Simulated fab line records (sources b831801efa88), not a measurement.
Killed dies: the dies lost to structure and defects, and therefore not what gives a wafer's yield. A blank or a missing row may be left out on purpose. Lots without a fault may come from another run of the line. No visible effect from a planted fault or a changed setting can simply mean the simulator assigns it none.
Which of the tools did it? -- flow sky130 -- 39 wafers from 13 lots sampled at 6 of the route's 708 steps

WHAT EACH GAUGE READ, for each wafer
SKY_SD_P_OVL_MEAS_08. Usual: for SD_P_OVL the level is -0.3 nm and the standard deviation is 1.5.
lot,measured,on,SD_P_OVL (nm),flag
L844,day 25 17:10,overlay-01,0.6 0.6 0.7,
L845,day 26 05:19,overlay-01,0.0 -2.3 -1.8,
L846,day 27 06:56,overlay-01,4.4 2.0 1.3,
L848,day 27 16:55,overlay-02,-0.9 -1.3 -2.1,
L849,day 27 18:52,overlay-02,0.3 0.9 -0.3,
L850,day 28 02:48,overlay-01,0.7 0.7 0.8,
L851,day 28 16:25,overlay-01,1.2 0.0 -0.6,
L852,day 29 03:37,overlay-01,-0.3 -1.8 0.6,
L857,day 30 18:48,overlay-02,-1.1 -0.4 -1.4,
L861,day 32 01:25,overlay-01,-0.2 -1.2 -0.9,
L865,day 33 00:43,overlay-02,-1.4 0.8 -0.7,
L866,day 33 08:31,overlay-01,-2.5 -2.8 -3.0,
L867,day 33 23:52,overlay-02,-2.0 -1.2 -1.4,

SKY_SD_N_CD_MEAS_07: the cd target is 380 nm. Usual: 380.1 nm for cdNm, sd 2.9.
lot,measured,on,cdNm (nm),flag
L844,day 28 03:17,cdSem-01,382.4 380.9 383.8,
L845,day 28 14:29,cdSem-01,381.6 382.3 382.0,
L846,day 29 16:08,cdSem-02,381.6 381.9 378.3,
L848,day 30 01:50,cdSem-02,383.2 382.4 383.6,
L849,day 30 03:08,cdSem-01,377.5 374.2 373.6,
L850,day 30 12:05,cdSem-02,373.8 372.0 376.8,
L851,day 31 00:19,cdSem-02,386.8 386.5 387.6,
L852,day 31 12:14,cdSem-02,380.9 381.9 382.0,
L857,day 33 00:23,cdSem-02,- - -,OFF
L861,day 34 04:46,cdSem-02,376.3 376.0 378.8,
L865,day 35 01:43,cdSem-02,383.1 382.8 382.6,
L866,day 35 09:14,cdSem-01,383.1 380.8 379.1,
L867,day 36 01:14,cdSem-01,379.9 380.0 379.8,

SKY_SD_N_TW_MEAS_12. Usual: for SD_N_TW the level is 3982 and the standard deviation is 24.
lot,measured,on,SD_N_TW,flag
L844,day 28 03:50,filmMetro-04,3998 3985 3984,
L845,day 28 15:03,filmMetro-04,3996 4002 3998,
L846,day 29 16:40,filmMetro-04,4020 4000 4000,
L848,day 30 02:23,filmMetro-02,3972 3996 3994,
L849,day 30 03:42,filmMetro-02,3988 3966 3990,
L850,day 30 12:39,filmMetro-04,3977 3987 3979,
L851,day 31 00:52,filmMetro-04,3993 3994 3999,
L852,day 31 12:47,filmMetro-01,3988 4025 3991,
L857,day 33 00:57,filmMetro-04,30 30 30,OFF
L861,day 34 05:19,filmMetro-02,3938 3942 3971,
L865,day 35 02:16,filmMetro-01,3958 3926 3945,
L866,day 35 09:56,filmMetro-04,4001 4001 4008,
L867,day 36 01:46,filmMetro-02,3973 3951 3960,

SKY_SD_N_RS_MEAS_18: the measuring method here is four-point-probe. Usual: for RES_XHIGH_RS the level is 333.3 ohm/sq and the standard deviation is 1.2.
lot,measured,on,RES_XHIGH_RS (ohm/sq),flag
L844,day 28 04:22,filmMetro-01,332.4 331.9 332.8,
L845,day 28 15:35,filmMetro-01,335.4 334.5 334.9,
L846,day 29 17:13,filmMetro-01,333.9 333.1 334.3,
L848,day 30 02:55,filmMetro-02,331.7 331.9 333.2,
L849,day 30 04:14,filmMetro-02,333.5 333.5 334.2,
L850,day 30 13:10,filmMetro-02,331.4 333.3 331.8,
L851,day 31 01:26,filmMetro-01,334.7 334.4 334.6,
L852,day 31 13:19,filmMetro-02,333.5 334.4 334.3,
L857,day 33 01:28,filmMetro-04,333.3 332.6 333.9,
L861,day 34 05:50,filmMetro-02,332.8 333.8 335.4,
L865,day 35 02:47,filmMetro-02,334.3 332.7 333.7,
L866,day 35 10:31,filmMetro-02,335.1 334.7 334.8,
L867,day 36 02:19,filmMetro-04,332.8 332.4 333.6,

SKY_LI_CONTACT_THK_MEAS_01. Usual: for LI_CONTACT_HDPCVD_THK the level is 928 nm and the standard deviation is 11.
lot,measured,on,LI_CONTACT_HDPCVD_THK (nm),flag
L844,day 28 04:36,filmMetro-04,926 919 931,
L845,day 28 15:49,filmMetro-01,923 907 904,
L846,day 29 17:26,filmMetro-02,932 907 921,
L848,day 30 03:10,filmMetro-04,915 922 919,
L849,day 30 04:28,filmMetro-04,914 927 913,
L850,day 30 13:25,filmMetro-04,936 938 940,
L851,day 31 01:40,filmMetro-02,931 914 926,
L852,day 31 13:37,filmMetro-04,916 936 924,
L857,day 33 01:43,filmMetro-02,939 927 945,
L861,day 34 06:04,filmMetro-01,949 927 926,
L865,day 35 03:01,filmMetro-01,933 951 920,
L866,day 35 10:45,filmMetro-04,919 930 928,
L867,day 36 02:32,filmMetro-04,947 924 938,

EACH LOT AND THE TOOL THAT RAN IT (in order: tool; ch and the chambers of the sampled wafers; start)
lot,SKY_SD_N_EXPOSE_04
L844,"ilineStepper-01 ch 0, day 27 13:23"
L845,"ilineStepper-02 ch 0, day 28 00:49"
L846,"ilineStepper-02 ch 0, day 29 02:04"
L848,"ilineStepper-01 ch 0, day 29 11:46"
L849,"ilineStepper-01 ch 0, day 29 13:14"
L850,"ilineStepper-02 ch 0, day 29 22:16"
L851,"ilineStepper-01 ch 0, day 30 10:44"
L852,"ilineStepper-02 ch 0, day 30 22:16"
L857,"ilineStepper-01 ch 0, day 32 12:10"
L861,"ilineStepper-01 ch 0, day 33 17:21"
L865,"ilineStepper-01 ch 0, day 34 14:05"
L866,"ilineStepper-02 ch 0, day 34 21:10"
L867,"ilineStepper-02 ch 0, day 35 11:26"
- SKY_SD_N_EXPOSE_04: exposes mask NSDM, target cd 380 nm.

AS READ BY THE TOOLS THEMSELVES (means over the sampled wafers that have a number; for cases with no such wafer, the mark the record gives instead)
The record holds no such reading with a usual standard deviation.

THE ANSWER, worked out from the rows above alone
Rule: a lot is off if the mean of its wafers that have a number lies more than 3 standard deviations from the usual mean. A lot without any number at a reading at which 4 lots or more have one is off too. Any other lot the step has rows for is counted as sound. The gauges are gone through in route order, then the tools' own readings, and for those a lot's mean is taken as printed above. At the first step where some lot is off, the reading lying furthest off is the one used; lots without a number count as furthest.
Off: L857 (SKY_SD_N_CD_MEAS_07, cdNm). Without a number there: L857.
A tool fits if, at a process step before that reading, it ran every lot that is off, and no sound lot after the first of them. The gauges at SKY_SD_N_CD_MEAS_07 aren't tried: what is off there is off at SKY_SD_N_TW_MEAS_12 too, on other tools, and a gauge's error can't cause that. No candidate that was tried fits.

WHAT THE SIMULATOR HAD INSERTED
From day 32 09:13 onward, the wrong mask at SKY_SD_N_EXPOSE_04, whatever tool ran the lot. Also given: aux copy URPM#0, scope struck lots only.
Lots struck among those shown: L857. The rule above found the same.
